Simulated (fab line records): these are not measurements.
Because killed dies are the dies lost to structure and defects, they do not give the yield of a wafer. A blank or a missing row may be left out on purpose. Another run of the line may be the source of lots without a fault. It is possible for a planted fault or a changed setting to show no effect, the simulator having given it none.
fab line records	flow sky130
record: lots: 6	wafers: 18	last_day: 48
route steps=708 shown SD_P@328 RES_XHIGH@332 SD_N@342 SALICIDE@361 LI_CONTACT@362 PAD_OPEN@708
lots that met no fault: from a run of the same line without faults
start_h: the number of hours between the record's first day and the start of the first shown wafer of the lot	wait_h: how many hours have passed since the lot's step before this one	" identical to the entry in the row above	L1.1+2: a single row standing in for several wafers	- no value, or no start was given	* or withheld: withheld	< > ~ a bound
route shown NAME@n: names a module that has steps shown in the file, with the first one's number in the route	usual: average and standard deviation across the fault-free wafers	same: alike in all rows	chamber/n: place in a boat	sites: readings site by site	_std_site: how widely they spread, as a standard deviation	_edge_site: the outer-site mean with the inner-site mean subtracted	radius_mm: for every site, how far away it sits from the centre of the wafer	mask NAME#n: copy n	behind: the most recent tool/chamber to have shaped the wafer	hold: why the lot went on hold/how many hours it stayed there/how the hold came to an end	device: names the non-switching transistor (n, p or np)	end of line: tests of these same wafers at the route's end	a step with no rows: only its recipe	killed: count of dies lost to structure and defects at first sort (not the wafer's yield)	map: per-die view of a wafer (x killed, . not killed, _ where there is no die)
set.NAME: the setting the step ran with; set.NAME@STEP: the setting that earlier step ran with	model.NAME: the simulator's own value behind a step, which no gauge read
lots seen at some steps along the route; tables by step, rows by wafer
services: when a tool's chamber went out of use (start_h, in hours from the record's first day, below 0 if earlier), for how many hours, and the reason
== steps ==
step: SKY_SD_P_OVL_MEAS_08
usual: SD_P_OVL: -0.1/1.4
lot.wafer	tool	chamber	start_h	wait_h	SD_P_OVL[nm]
L577.1	overlay-01	-	592.26	0.1	-0.2
L577.2	"	-	"	"	-1.1
L577.5	"	-	"	"	1.5
L586.1	overlay-01	-	681.51	0.1	-3.0
L586.3	"	-	"	"	-3.1
L586.6	"	-	"	"	-1.4
L587.1	overlay-02	-	701.76	0.1	-1.9
L587.2	"	-	"	"	-2.5
L587.3	"	-	"	"	-0.9
L588.1	overlay-01	-	702.31	0.1	0.5
L588.2	"	-	"	"	-1.4
L588.5	"	-	"	"	1.0
L590.4	overlay-01	-	713.33	0.1	0.9
L590.5	"	-	"	"	1.0
L590.6	"	-	"	"	-0.3
L591.1	overlay-01	-	713.61	0.1	0.7
L591.3	"	-	"	"	1.4
L591.5	"	-	"	"	2.1
step: SKY_SD_P_IMPLANT_09
recipe: species: BF2	energy_kev: 20	dose_cm2: 3e+15	tilt_deg: 0
step: SKY_SD_P_STRIP_10
recipe: chemistry: O2/N2	power_w: 1400	pressure_mtorr: 1500	platen_temp_c: withheld	o2_flow_sccm: 3000	n2_flow_sccm: 300	overash_fraction: 0.5
usual: drypump_motor_current_A: 5.7/0.44	n2_flow_sccm: 300.0/0.91	oes_product_au: 0.617/0.0047	strip_time_to_endpoint_s: 17.49/0.034
lot.wafer	tool	chamber	start_h	wait_h	drypump_motor_current_A	n2_flow_sccm	oes_product_au	rf_hours_counter_h	strip_time_to_endpoint_s
L577.1	plasma_asher-02	1	592.44	0.1	6.1	296.1	0.620	82	17.45
L577.2	"	0	"	"	6.0	298.9	0.613	82	17.48
L577.5	"	1	"	"	6.1	300.5	0.622	-	17.47
L586.1	plasma_asher-04	0	681.69	0.1	5.3	300.9	0.614	25	17.51
L586.3	"	0	"	"	5.3	299.4	0.621	-	17.49
L586.6	"	0	"	"	5.3	299.1	0.620	-	17.47
L587.1	plasma_asher-02	1	701.94	0.1	6.1	299.9	0.621	92	17.48
L587.2	"	0	"	"	6.0	300.2	0.616	92	17.48
L587.3	"	1	"	"	6.1	299.2	0.618	-	17.48
L588.1	plasma_asher-03	1	702.49	0.1	5.5	298.7	0.616	102	17.46
L588.2	"	0	"	"	4.8	299.4	0.617	102	17.47
L588.5	"	0	"	"	4.8	299.8	0.613	-	17.47
L590.4	plasma_asher-03	0	713.53	0.1	4.8	299.4	0.625	-	17.52
L590.5	"	1	"	"	5.5	300.1	0.616	-	17.49
L590.6	"	0	"	"	4.8	299.8	0.625	-	17.52
L591.1	plasma_asher-03	1	713.79	0.1	5.5	300.8	0.625	103	17.47
L591.3	"	1	"	"	5.5	300.0	0.624	-	17.52
L591.5	"	1	"	"	5.5	300.5	0.610	-	17.50
step: SKY_SD_P_TW_MEAS_11
usual: SD_P_TW: 2825/36
lot.wafer	tool	chamber	start_h	wait_h	SD_P_TW
L577.1	film_metro-04	-	592.54	0.1	2866
L577.2	"	-	"	"	2871
L577.5	"	-	"	"	2877
L586.1	film_metro-04	-	681.79	0.1	2847
L586.3	"	-	"	"	2852
L586.6	"	-	"	"	2836
L587.1	film_metro-04	-	702.04	0.1	2853
L587.2	"	-	"	"	2849
L587.3	"	-	"	"	2852
L588.1	film_metro-04	-	702.59	0.1	2867
L588.2	"	-	"	"	2864
L588.5	"	-	"	"	2857
L590.4	film_metro-04	-	713.62	0.1	2847
L590.5	"	-	"	"	2856
L590.6	"	-	"	"	2840
L591.1	film_metro-03	-	713.89	0.1	2831
L591.3	"	-	"	"	2828
L591.5	"	-	"	"	2841
step: SKY_RES_XHIGH_DEHYDRATE_00
recipe: temp_c: 200	time_s: 60
step: SKY_RES_XHIGH_HMDS_01
recipe: prime_time_s: 60	prime_temp_c: 120
step: SKY_RES_XHIGH_COAT_02
recipe: resist: NOVOLAK	spin_rpm: 3000	resist_thk_nm: 1140
step: SKY_RES_XHIGH_SOFTBAKE_03
recipe: temp_c: 90	time_s: 60	resist: NOVOLAK
step: SKY_RES_XHIGH_EXPOSE_04
recipe: mask_id: URPM	na: 0.6	source_shape: conventional	sigma_outer: 0.6	polarization: unpolarized	target_cd_nm: 1270	dose_mj: 140
step: SKY_RES_XHIGH_PEB_05
recipe: temp_c: withheld	time_s: *	resist: NOVOLAK
step: SKY_RES_XHIGH_DEVELOP_06
recipe: resist: NOVOLAK	developer: TMAH	develop_time_s: 60	dev_temp_c: 23
step: SKY_RES_XHIGH_IMPLANT_07
recipe: species: BF2	energy_kev: 20	dose_cm2: 3.6e+14	tilt_deg: 0
step: SKY_RES_XHIGH_STRIP_08
recipe: chemistry: O2/N2	power_w: 1400	pressure_mtorr: 1500	platen_temp_c: withheld	o2_flow_sccm: 3000	n2_flow_sccm: 300	overash_fraction: 0.5
usual: drypump_motor_current_A: 5.6/0.42	n2_flow_sccm: 299.9/0.88	oes_product_au: 0.710/0.0048	strip_time_to_endpoint_s: 14.29/0.035
lot.wafer	tool	chamber	start_h	wait_h	drypump_motor_current_A	n2_flow_sccm	oes_product_au	rf_hours_counter_h	strip_time_to_endpoint_s
L577.1	plasma_asher-03	1	622.31	0.1	5.5	300.9	0.709	93	14.34
L577.2	"	0	"	"	4.8	300.5	0.711	93	14.30
L577.5	"	1	"	"	5.5	301.4	0.715	-	14.27
L586.1	plasma_asher-01	0	710.39	0.1	5.5	299.1	0.716	54	14.31
L586.3	"	0	"	"	5.5	300.8	0.707	-	14.31
L586.6	"	1	"	"	5.2	301.4	0.715	-	14.26
L587.1	plasma_asher-01	0	730.15	0.1	5.5	299.0	0.712	57	14.31
L587.2	"	1	"	"	5.2	299.8	0.709	57	14.33
L587.3	"	1	"	"	5.2	300.9	0.714	-	14.24
L588.1	plasma_asher-02	0	730.45	0.1	6.0	300.2	0.717	96	14.30
L588.2	"	1	"	"	6.1	299.4	0.706	96	14.24
L588.5	"	1	"	"	6.1	299.0	0.718	-	14.29
L590.4	plasma_asher-02	0	740.09	0.1	5.9	299.0	0.715	-	14.30
L590.5	"	0	"	"	6.0	300.6	0.715	-	14.29
L590.6	"	1	"	"	6.1	299.0	0.714	-	14.24
L591.1	plasma_asher-02	1	740.96	0.1	6.1	299.8	0.702	98	14.34
L591.3	"	1	"	"	6.1	299.8	0.706	-	14.33
L591.5	"	1	"	"	6.2	299.7	0.713	-	14.29
step: SKY_RES_XHIGH_TW_MEAS_09
usual: RES_XHIGH_TW: 1640/18
lot.wafer	tool	chamber	start_h	wait_h	RES_XHIGH_TW
L577.1	film_metro-03	-	622.41	0.1	1644
L577.2	"	-	"	"	1652
L577.5	"	-	"	"	1651
L586.1	film_metro-03	-	710.49	0.1	1641
L586.3	"	-	"	"	1646
L586.6	"	-	"	"	1656
L587.1	film_metro-04	-	730.25	0.1	1637
L587.2	"	-	"	"	1644
L587.3	"	-	"	"	1642
L588.1	film_metro-03	-	730.55	0.1	1648
L588.2	"	-	"	"	1637
L588.5	"	-	"	"	1638
L590.4	film_metro-02	-	740.19	0.1	1622
L590.5	"	-	"	"	1618
L590.6	"	-	"	"	1618
L591.1	film_metro-04	-	741.06	0.1	1643
L591.3	"	-	"	"	1651
L591.5	"	-	"	"	1647
step: SKY_SD_N_DEHYDRATE_00
recipe: temp_c: 200	time_s: 60
step: SKY_SD_N_HMDS_01
recipe: prime_time_s: 60	prime_temp_c: 120
step: SKY_SD_N_COAT_02
recipe: resist: NOVOLAK	spin_rpm: 3000	resist_thk_nm: 1140
step: SKY_SD_N_SOFTBAKE_03
recipe: temp_c: 90	time_s: 60	resist: NOVOLAK
step: SKY_SD_N_EXPOSE_04
recipe: mask_id: NSDM	na: 0.6	source_shape: conventional	sigma_outer: 0.6	polarization: unpolarized	target_cd_nm: 380	dose_mj: 141
step: SKY_SD_N_PEB_05
recipe: temp_c: withheld	time_s: *	resist: NOVOLAK
step: SKY_SD_N_DEVELOP_06
recipe: resist: NOVOLAK	developer: TMAH	develop_time_s: 60	dev_temp_c: 23
step: SKY_SD_N_CD_MEAS_07
recipe: target_cd_nm: 380
usual: cd_nm: 379.8/2.1
lot.wafer	tool	chamber	start_h	wait_h	cd_nm
L577.1	cd_sem-01	-	648.24	0.1	376.2
L577.2	"	-	"	"	379.2
L577.5	"	-	"	"	378.7
L586.1	cd_sem-02	-	737.79	0.1	378.5
L586.3	"	-	"	"	379.7
L586.6	"	-	"	"	382.1
L587.1	cd_sem-01	-	757.81	0.1	376.9
L587.2	"	-	"	"	379.8
L587.3	"	-	"	"	377.1
L588.1	cd_sem-01	-	758.39	0.1	378.9
L588.2	"	-	"	"	378.3
L588.5	"	-	"	"	377.9
L590.4	cd_sem-01	-	766.85	0.1	380.3
L590.5	"	-	"	"	383.1
L590.6	"	-	"	"	380.5
L591.1	cd_sem-01	-	767.39	0.1	379.3
L591.3	"	-	"	"	376.3
L591.5	"	-	"	"	380.1
step: SKY_SD_N_OVL_MEAS_08
usual: SD_N_OVL: -0.8/1.2
lot.wafer	tool	chamber	start_h	wait_h	SD_N_OVL[nm]
L577.1	overlay-01	-	648.36	0.1	-0.2
L577.2	"	-	"	"	-0.3
L577.5	"	-	"	"	-0.7
L586.1	overlay-02	-	737.91	0.1	0.4
L586.3	"	-	"	"	0.0
L586.6	"	-	"	"	0.1
L587.1	overlay-02	-	757.93	0.1	-0.4
L587.2	"	-	"	"	0.2
L587.3	"	-	"	"	-0.4
L588.1	overlay-02	-	758.51	0.1	-0.6
L588.2	"	-	"	"	-1.5
L588.5	"	-	"	"	-1.2
L590.4	overlay-01	-	766.93	0.1	-0.6
L590.5	"	-	"	"	-1.3
L590.6	"	-	"	"	0.2
L591.1	overlay-01	-	767.51	0.1	-3.2
L591.3	"	-	"	"	-1.8
L591.5	"	-	"	"	-2.6
step: SKY_SD_N_IMPLANT_09
recipe: species: As	energy_kev: 50	dose_cm2: 4e+15	tilt_deg: 0
step: SKY_SD_N_IMPLANT_10
recipe: species: P	energy_kev: 20.2	dose_cm2: 1e+14	tilt_deg: 0
step: SKY_SD_N_STRIP_11
recipe: chemistry: O2/N2	power_w: 1400	pressure_mtorr: 1500	platen_temp_c: withheld	o2_flow_sccm: 3000	n2_flow_sccm: 300	overash_fraction: 0.5
usual: drypump_motor_current_A: 5.7/0.36	n2_flow_sccm: 299.9/0.88	oes_product_au: 0.528/0.0046	strip_time_to_endpoint_s: 22.57/0.036
lot.wafer	tool	chamber	start_h	wait_h	drypump_motor_current_A	n2_flow_sccm	oes_product_au	rf_hours_counter_h	strip_time_to_endpoint_s
L577.1	plasma_asher-02	1	648.69	0.1	6.2	300.5	0.529	88	22.51
L577.2	"	0	"	"	6.0	299.8	0.529	88	22.54
L577.5	"	0	"	"	6.0	300.0	0.534	-	22.57
L586.1	plasma_asher-01	0	738.24	0.1	5.5	299.7	0.531	58	22.56
L586.3	"	1	"	"	5.2	299.4	0.525	-	22.59
L586.6	"	0	"	"	5.5	298.2	0.533	-	22.59
L587.1	plasma_asher-02	0	758.26	0.1	6.0	298.7	0.523	99	22.60
L587.2	"	1	"	"	6.1	299.9	0.519	99	22.61
L587.3	"	0	"	"	6.0	299.1	0.532	-	22.61
L588.1	plasma_asher-02	0	758.84	0.1	6.0	300.1	0.524	99	22.64
L588.2	"	1	"	"	6.1	299.6	0.531	99	22.60
L588.5	"	0	"	"	6.0	300.8	0.530	-	22.63
L590.4	plasma_asher-04	1	767.28	0.1	5.6	300.4	0.522	-	22.63
L590.5	"	1	"	"	5.6	299.7	0.533	-	22.60
L590.6	"	0	"	"	5.3	299.8	0.535	-	22.65
L591.1	plasma_asher-02	0	767.84	0.1	6.0	300.1	0.530	100	22.62
L591.3	"	1	"	"	6.1	299.8	0.532	-	22.60
L591.5	"	1	"	"	6.1	299.5	0.527	-	22.59
step: SKY_SD_N_TW_MEAS_12
usual: SD_N_TW: 3985/50
lot.wafer	tool	chamber	start_h	wait_h	SD_N_TW
L577.1	film_metro-04	-	648.79	0.1	4011
L577.2	"	-	"	"	4023
L577.5	"	-	"	"	4020
L586.1	film_metro-03	-	738.34	0.1	3993
L586.3	"	-	"	"	3968
L586.6	"	-	"	"	3970
L587.1	film_metro-02	-	758.36	0.1	3956
L587.2	"	-	"	"	3931
L587.3	"	-	"	"	3956
L588.1	film_metro-03	-	758.94	0.1	4000
L588.2	"	-	"	"	4008
L588.5	"	-	"	"	4000
L590.4	film_metro-03	-	767.37	0.1	4016
L590.5	"	-	"	"	3995
L590.6	"	-	"	"	4013
L591.1	film_metro-04	-	767.99	0.1	4021
L591.3	"	-	"	"	4044
L591.5	"	-	"	"	4043
step: SKY_SD_N_CLEAN_13
recipe: chemistry: SC1/SC2	mix: 1:4:20	temp_c: 70	time_s: 150	dry: n2_spin
step: SKY_SD_N_RTA_14
recipe: temp_c: 1075	time_s: 2	idle_temp_c: 650	ramp_up_c_per_s: 150	ramp_down_c_per_s: 90	ambient: N2
usual: lamp_power_pct: 15.73/0.049	wafer_temp_C_max: 1078.0/1.3
lot.wafer	tool	chamber	start_h	wait_h	lamp_power_pct	wafer_temp_C_max
L577.1	rtp_anneal-01	0	648.90	0.0	15.68	1078.4
L577.2	"	0	"	"	15.77	1076.2
L577.5	"	0	"	"	15.67	1078.5
L586.1	rtp_anneal-02	0	738.46	0.0	15.78	1079.4
L586.3	"	0	"	"	15.69	1076.4
L586.6	"	0	"	"	15.71	1077.3
L587.1	rtp_anneal-01	0	758.47	0.0	15.79	1078.0
L587.2	"	0	"	"	15.71	1073.9
L587.3	"	0	"	"	15.76	1078.2
L588.1	rtp_anneal-01	0	759.09	0.0	15.74	1078.3
L588.2	"	0	"	"	15.68	1075.7
L588.5	"	0	"	"	15.80	1077.8
L590.4	rtp_anneal-02	0	767.48	0.0	15.71	1076.5
L590.5	"	0	"	"	15.76	1076.6
L590.6	"	0	"	"	15.80	1078.4
L591.1	rtp_anneal-01	0	768.10	0.0	15.77	1076.6
L591.3	"	0	"	"	15.72	1077.9
L591.5	"	0	"	"	15.72	1076.6
step: SKY_SD_N_RS_MEAS_16
recipe: thk_meas_gauge: four-point-probe
usual: SD_N_RS: 68.54/0.13
lot.wafer	tool	chamber	start_h	wait_h	SD_N_RS[ohm/sq]
L577.1	film_metro-04	-	649.08	0.1	68.61
L577.2	"	-	"	"	68.38
L577.5	"	-	"	"	68.47
L586.1	film_metro-02	-	738.63	0.1	68.64
L586.3	"	-	"	"	68.66
L586.6	"	-	"	"	68.67
L587.1	film_metro-04	-	758.65	0.1	68.54
L587.2	"	-	"	"	68.49
L587.3	"	-	"	"	68.49
L588.1	film_metro-03	-	759.31	0.1	68.43
L588.2	"	-	"	"	68.63
L588.5	"	-	"	"	68.60
L590.4	film_metro-04	-	767.69	0.1	68.51
L590.5	"	-	"	"	68.54
L590.6	"	-	"	"	68.63
L591.1	film_metro-04	-	768.28	0.1	68.55
L591.3	"	-	"	"	68.30
L591.5	"	-	"	"	68.53
step: SKY_SD_N_RS_MEAS_17
recipe: thk_meas_gauge: four-point-probe
usual: SD_P_RS: 146.8/0.37
lot.wafer	tool	chamber	start_h	wait_h	SD_P_RS[ohm/sq]
L577.1	film_metro-04	-	649.20	0.1	146.9
L577.2	"	-	"	"	146.3
L577.5	"	-	"	"	146.5
L586.1	film_metro-02	-	738.75	0.1	146.7
L586.3	"	-	"	"	147.0
L586.6	"	-	"	"	147.0
L587.1	film_metro-04	-	758.77	0.1	146.8
L587.2	"	-	"	"	146.8
L587.3	"	-	"	"	147.0
L588.1	film_metro-03	-	759.43	0.1	146.9
L588.2	"	-	"	"	146.7
L588.5	"	-	"	"	146.7
L590.4	film_metro-04	-	767.81	0.1	146.9
L590.5	"	-	"	"	147.1
L590.6	"	-	"	"	147.2
L591.1	film_metro-04	-	768.40	0.1	146.4
L591.3	"	-	"	"	146.7
L591.5	"	-	"	"	146.3
step: SKY_SD_N_RS_MEAS_18
recipe: thk_meas_gauge: four-point-probe
usual: RES_XHIGH_RS: 332.8/1.2
lot.wafer	tool	chamber	start_h	wait_h	RES_XHIGH_RS[ohm/sq]
L577.1	film_metro-04	-	649.32	0.1	333.1
L577.2	"	-	"	"	333.9
L577.5	"	-	"	"	333.4
L586.1	film_metro-02	-	738.87	0.1	332.7
L586.3	"	-	"	"	333.1
L586.6	"	-	"	"	332.8
L587.1	film_metro-04	-	758.89	0.1	331.7
L587.2	"	-	"	"	332.1
L587.3	"	-	"	"	332.3
L588.1	film_metro-03	-	759.55	0.1	333.5
L588.2	"	-	"	"	332.7
L588.5	"	-	"	"	333.3
L590.4	film_metro-04	-	767.93	0.1	332.5
L590.5	"	-	"	"	332.5
L590.6	"	-	"	"	332.6
L591.1	film_metro-04	-	768.52	0.1	330.8
L591.3	"	-	"	"	331.1
L591.5	"	-	"	"	331.8
step: SKY_SALICIDE_CLEAN_00
recipe: chemistry: HF-last	time_s: 30	dilution: 100:1	dry: ipa_marangoni
step: SKY_LI_CONTACT_HDPCVD_00
recipe: material: PSG	target_thk_nm: 930	sigma_open_frac: 0.3	time_s: 150.6	temp_c: 600	sih4_flow_sccm: 60	pressure_mtorr: 6
step: SKY_LI_CONTACT_THK_MEAS_01
recipe: reads: PSG_of_LI_CONTACT_HDPCVD_00
usual: LI_CONTACT_HDPCVD_THK: 906/11
lot.wafer	tool	chamber	start_h	wait_h	LI_CONTACT_HDPCVD_THK[nm]
L577.1	film_metro-03	-	649.61	0.1	905
L577.2	"	-	"	"	886
L577.5	"	-	"	"	882
L586.1	film_metro-03	-	739.11	0.1	899
L586.3	"	-	"	"	903
L586.6	"	-	"	"	912
L587.1	film_metro-03	-	759.13	0.1	907
L587.2	"	-	"	"	902
L587.3	"	-	"	"	907
L588.1	film_metro-04	-	759.79	0.1	907
L588.2	"	-	"	"	899
L588.5	"	-	"	"	899
L590.4	film_metro-02	-	768.14	0.0	914
L590.5	"	-	"	"	914
L590.6	"	-	"	"	904
L591.1	film_metro-03	-	768.76	0.1	887
L591.3	"	-	"	"	900
L591.5	"	-	"	"	890
step: SKY_LI_CONTACT_CMP_02
recipe: material: PSG	down_force_psi: 4	platen_rpm: 60	pad_velocity_m_s: 0.94248
usual: edge_zone_pressure_frac: 0.999/0.0046	motor_current_A: 12.4/1	time_to_endpoint_s: 31.0/2.9
lot.wafer	tool	chamber	start_h	wait_h	edge_zone_pressure_frac	motor_current_A	time_to_endpoint_s
L577.2	cmp-02	1	649.72	0.1	0.996	12.2	32.3
L577.1	"	2	"	"	1.000	13.7	34.3
L577.5	"	1	"	"	0.995	12.7	29.4
L586.3	cmp-02	0	739.17	0.0	1.001	12.3	34.6
L586.1	"	1	"	"	0.998	12.1	29.7
L586.6	"	1	"	"	0.997	12.2	31.7
L587.2	cmp-01	1	759.19	0.0	1.001	12.3	33.3
L587.3	"	3	"	"	0.993	10.4	31.6
L587.1	"	0	"	"	1.002	12.5	28.7
L588.2	cmp-02	0	760.06	0.3	0.996	12.8	30.8
L588.1	"	1	"	"	1.001	12.0	29.8
L588.5	"	0	"	"	0.992	11.8	32.5
L590.4	cmp-01	1	768.32	0.2	1.004	11.9	32.7
L590.5	"	2	"	"	0.995	13.1	27.6
L590.6	"	3	"	"	1.000	10.5	30.1
L591.3	cmp-02	3	768.92	0.1	0.992	12.1	28.7
L591.1	"	0	"	"	1.005	12.5	30.2
L591.5	"	1	"	"	0.996	11.8	28.5
step: SKY_LI_CONTACT_BOW_MEAS_03
recipe: mode: bow
usual: LI_CONTACT_BOW: 56/6.1
lot.wafer	tool	chamber	start_h	wait_h	LI_CONTACT_BOW[um]
L577.1	film_metro-04	-	649.97	0.1	55
L577.2	"	-	"	"	57
L577.5	"	-	"	"	60
L586.1	film_metro-02	-	739.47	0.2	71
L586.3	"	-	"	"	69
L586.6	"	-	"	"	58
L587.1	film_metro-04	-	759.49	0.1	61
L587.2	"	-	"	"	51
L587.3	"	-	"	"	57
L588.1	film_metro-03	-	760.32	0.2	53
L588.2	"	-	"	"	51
L588.5	"	-	"	"	67
L590.4	film_metro-02	-	768.53	0.2	57
L590.5	"	-	"	"	55
L590.6	"	-	"	"	55
L591.1	film_metro-02	-	769.12	0.1	61
L591.3	"	-	"	"	58
L591.5	"	-	"	"	51
step: SKY_LI_CONTACT_DEHYDRATE_04
recipe: temp_c: 200	time_s: 60
step: SKY_LI_CONTACT_HMDS_05
recipe: prime_time_s: 60	prime_temp_c: 120
step: SKY_LI_CONTACT_COAT_06
recipe: resist: BARC	temp_c: withheld	time_s: withheld	spin_rpm: 3000	resist_thk_nm: 60
step: SKY_LI_CONTACT_COAT_07
recipe: resist: KrF-thick	spin_rpm: 3000	resist_thk_nm: 450
step: SKY_PAD_OPEN_PROBE_99
usual: killed_at_M0_to_M3: 44/7.5	killed_at_M4_up: 3.3/1.8	killed_at_contacts: 25/5.9	killed_at_front_end: 16/4.7	killed_at_other: 0.3/0.52	killed_dies: 89/9.9	killed_open: 49/7.8	killed_short: 40/5.8
same: gross_dies: 492	killed_at_back_side: 0
lot.wafer	tool	chamber	start_h	wait_h	killed_at_M0_to_M3	killed_at_M4_up	killed_at_contacts	killed_at_front_end	killed_at_other	killed_dies	killed_open	killed_short
L590.4	prober-01	-	1162.94	0.2	36	6	33	11	52	138	45	41
L590.5	prober-01	-	1162.99	0.2	50	3	26	11	47	137	52	38
L590.6	prober-01	-	1163.04	0.2	25	6	27	19	47	124	37	40
L591.1	prober-02	-	1163.11	0.1	45	4	20	14	53	136	45	38
L591.3	prober-02	-	1163.21	0.2	42	2	27	23	47	141	53	41
L591.5	prober-02	-	1163.31	0.2	48	3	25	18	54	148	56	38
killed by level:class
L590.4 RES_XHIGH:unspecified=52 CONTACT:geometric_particle:open=15 VIA1:geometric_particle:open=12 VIA2:geometric_particle:short=7 LOCAL_INTERCONNECT:geometric_particle:short=6 CONTACT:geometric_particle:short=5 METAL1:geometric_particle:short=4 FIELD_ISO:geometric_particle:short=3
L590.5 RES_XHIGH:unspecified=47 VIA1:geometric_particle:open=13 VIA3:geometric_particle:open=10 VIA1:geometric_particle:short=9 CONTACT:geometric_particle:short=7 VIA2:geometric_particle:open=7 LI_CONTACT:geometric_particle:open=6 CONTACT:geometric_particle:open=6
L590.6 RES_XHIGH:unspecified=47 LOCAL_INTERCONNECT:geometric_particle:short=7 CONTACT:geometric_particle:open=7 LI_CONTACT:geometric_particle:open=6 VIA1:geometric_particle:open=6 METAL4:geometric_particle:short=6 VIA1:geometric_particle:short=5 FIELD_ISO:geometric_particle:open=4
L591.1 RES_XHIGH:unspecified=53 CONTACT:geometric_particle:open=7 VIA1:geometric_particle:open=7 METAL1:geometric_particle:short=6 LI_CONTACT:geometric_particle:open=6 VIA2:geometric_particle:short=6 CONTACT:geometric_particle:short=5 VIA2:geometric_particle:open=5
L591.3 RES_XHIGH:unspecified=47 VIA1:geometric_particle:open=13 CONTACT:geometric_particle:open=10 LI_CONTACT:geometric_particle:open=8 FIELD_ISO:geometric_particle:open=7 FIELD_ISO:geometric_particle:short=7 METAL1:geometric_particle:short=7 CONTACT:geometric_particle:short=5
L591.5 RES_XHIGH:unspecified=54 CONTACT:geometric_particle:open=10 VIA2:geometric_particle:open=10 LI_CONTACT:geometric_particle:open=8 VIA1:geometric_particle:open=8 VIA3:geometric_particle:open=6 FIELD_ISO:geometric_particle:short=5 POLY_GATE:geometric_particle:short=5
map L590.4 (x killed, . not)
__________....x....x_________
________.....xx.x..x.._______
______........x.x......._____
_____.x.x.............x..____
____...xx......x..x.......___
___........xxx.x.xx...x....__
__...........x.......x..x.xx_
_...x.....x.....xx...........
_x..x......x..x.xxxxxx.......
_...x.........xxxxxxxxx.x....
_.....x..x....xxxxxxxxxx.....
_...x.....x...x.xxxxxxx......
_xx.x.x.....xx.xxxxxxx.x....x
_.....x....x..xx.xxxxxxxx..x.
_.xx.x.........xx..xx.x....x.
__.x............xxx..x..xx.._
___...x....................__
____.x....x..x......x...x.___
_____x.......xx.........x____
______.x..x......xx..x.._____
________..........xx.x_______
__________.x...x...._________
map L591.5 (x killed, . not)
__________.......x.._________
________..x......x...._______
______..x.............x._____
_____...x................____
____.x...x...x......x.x...___
___.x.......xx.....xx......__
__..x.x.x..x...xx.x..x....x._
_x...xxxx........x...xx...xxx
_....x.......x.....x..xx...x.
_..x.........x...x....x...x..
_..x...x......x.xxx...xxxxx.x
_....x......xx....xxxxxxxxxxx
_.......x.........x.xxxxxxxxx
_.....x......x...xx.xxxxxxxx.
_.....x.x....x.....xxxxxxxx.x
__.x...x..x.......xxxxxxx.xx_
___.......xxxx.......xxxx..__
____..x.x.......xx...xxx..___
_____....x.......x...x...____
______.x.x..x.........x._____
________..x.....xx...._______
__________...xx.x..._________
== services ==
tool	chamber	start_h	hours	kind
cmp-02	-	572.37	4.0	pm
cmp-02	-	576.37	-	consumable_replace:conditioner
cmp-02	-	576.37	-	consumable_replace:pad
cmp-02	-	577.13	2.7	repair
plasma_asher-02	-	582.04	4.4	repair
cmp-01	-	592.76	3.4	pm
cmp-02	-	627.21	9.7	pm
cmp-01	-	628.71	38.8	repair
cmp-02	-	667.62	2.7	pm
cmp-01	-	670.31	4.6	pm
plasma_asher-02	-	680.40	2.8	pm
cmp-02	-	693.43	2.3	repair
cmp-01	-	697.79	27.5	repair
plasma_asher-04	-	700.29	14.6	pm
plasma_asher-03	-	718.22	13.1	repair
cmp-02	-	732.97	1.5	repair
plasma_asher-03	-	733.75	9.0	pm
plasma_asher-03	0	733.75	9.0	vent_cycle
plasma_asher-03	1	733.75	9.0	vent_cycle
plasma_asher-03	0	742.75	-	clean
cmp-01	-	744.00	4.0	pm
cmp-01	-	746.99	3.1	repair
rtp_anneal-02	-	755.95	3.9	pm
plasma_asher-02	-	757.55	0.7	repair
== key ==
first_sign: step: SKY_PAD_OPEN_PROBE_99	reading: killed_at_other	direction: up	sigmas: 50	usual: 0.3	struck: 50
effect: step: SKY_PAD_OPEN_PROBE_99	reading: killed_dies	direction: up	sigmas: 4.8	usual: 89	struck: 137
met_at SKY_RES_XHIGH_STRIP_08
struck_wafers L590.4,L590.5,L590.6,L591.1,L591.3,L591.5
tester_left_out L590,L591
onset_between 730.45 740.09
also_fits time
fault: kind: chamber_particle_source	tool: plasma_asher-02	chamber: -	onset_h: 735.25	steps: SKY_RES_XHIGH_STRIP_08	rate_per_visit_cm2: 0.68439	end_h: 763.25
tester_left_out: of these lots the tester's yield and bins aren't shown, on N5 and GAA mostly nor the transistor test; their killed dies are dies lost to structure and defects alone, not to doping, threshold or leakage, so they don't give the yield
